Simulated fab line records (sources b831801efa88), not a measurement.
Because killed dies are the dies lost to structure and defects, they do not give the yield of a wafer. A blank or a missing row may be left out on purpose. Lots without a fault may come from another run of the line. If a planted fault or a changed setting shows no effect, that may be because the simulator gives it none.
Matching of chambers    flow gf180mcu    GF_V3_CMP_26 on cmp-01: 4 sister chambers
The step polishes, stops on SiO2, t overpolish 15 s, target thk 0 nm. 4 wafers are shown with their chamber, then 12 later ones without.

WAFERS, EACH WITH ITS CHAMBER
wafer   chamber  motor-current-A (A)
L082.4  1        9.9
L083.6  3        14.1
L088.3  2        13.7
L088.6  0        10.4

WAFERS WITHOUT THEIR CHAMBER
wafer   motor-current-A (A)
L089.2  13.0
L089.3  9.5
L089.6  10.2
L094.1  10.5
L094.2  13.9
L094.3  10.5
L096.2  10.0
L096.4  14.0
L096.5  13.8
L097.1  10.4
L097.4  13.8
L097.5  9.9

THE CHAMBER EACH PASSED THROUGH
wafer   from the rows above      in truth
L089.2  can't be placed: 2 or 3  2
L089.3  can't be placed: 1 or 0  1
L089.6  can't be placed: 0 or 1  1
L094.1  can't be placed: 0 or 1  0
L094.2  can't be placed: 3 or 2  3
L094.3  can't be placed: 0 or 1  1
L096.2  can't be placed: 1 or 0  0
L096.4  can't be placed: 3 or 2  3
L096.5  can't be placed: 2 or 3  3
L097.1  can't be placed: 0 or 1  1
L097.4  can't be placed: 2 or 3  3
L097.5  can't be placed: 1 or 0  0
Correctly placed: 0 of 12. These rows do not allow placing 12 (true chamber among the candidates in 12). Wrongly placed: 0.
How it was worked out, from the rows above alone: a wafer's distance from a chamber is the root of the sum, over the readings, of the square of ((its reading less the chamber's mean) divided by the reading's scatter). If the next closest chamber is less than 2 further off than the closest, the wafer can't be placed; otherwise it belongs to the closest. A chamber's mean is the mean of its shown wafers. The scatter (one wafer shown for each chamber): square how far every hidden wafer sits from the nearest shown wafer, average those squares and take the square root.
